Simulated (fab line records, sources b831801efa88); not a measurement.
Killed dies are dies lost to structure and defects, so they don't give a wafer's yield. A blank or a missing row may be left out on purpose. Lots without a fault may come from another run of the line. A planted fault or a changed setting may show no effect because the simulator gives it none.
Chamber matching | flow sky130 | SKY_FIELD_ISO_CMP_27 on cmp-01: 4 sister chambers
The step polishes, stops on Si3N4, t overpolish 16 s, target thk 457.8 nm. 8 wafers are shown with their chamber, then 7 later ones without.

WAFERS WITH THEIR CHAMBER
wafer  | chamber | motor_current_A (A) | time_to_endpoint_s (s)
L405.1 | 2       | 13.1                | 108
L405.5 | 0       | 11.0                | 114
L414.1 | 2       | 13.1                | 104
L414.2 | 1       | 11.7                | 107
L418.2 | 0       | 10.7                | 111
L418.5 | 3       | 10.4                | 104
L425.1 | 1       | 11.9                | 111
L425.2 | 3       | 9.8                 | 111

WAFERS WITHOUT THEIR CHAMBER
wafer  | motor_current_A (A) | time_to_endpoint_s (s)
L425.5 | 12.0                | 114
L426.1 | 11.0                | 108
L426.2 | 13.6                | 104
L426.3 | 10.4                | 107
L428.2 | 10.6                | 110
L428.3 | 12.8                | 111
L428.6 | 12.1                | 113

WHICH CHAMBER EACH WENT THROUGH
wafer  | from the rows above     | in truth
L425.5 | 1                       | 1
L426.1 | can't be placed: 0 or 1 | 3
L426.2 | 2                       | 2
L426.3 | can't be placed: 3 or 0 | 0
L428.2 | can't be placed: 0 or 3 | 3
L428.3 | 2                       | 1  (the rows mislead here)
L428.6 | 1                       | 1
Placed correctly: 3 of 7. Can't be placed from these rows: 3 (the true chamber is among the candidates in 2). Placed wrongly: 1.
How it was worked out, from the rows above alone: a wafer's distance from a chamber is the root of the sum, over the readings, of the square of ((its reading less the chamber's mean) divided by the reading's scatter). The wafer belongs to the nearest chamber; if the next one is less than 2 further off, it can't be placed. A chamber's mean is the mean of its shown wafers. The scatter: the root of (the sum of the squares of (reading less its chamber's mean) over the shown wafers, divided by (wafers less chambers)).
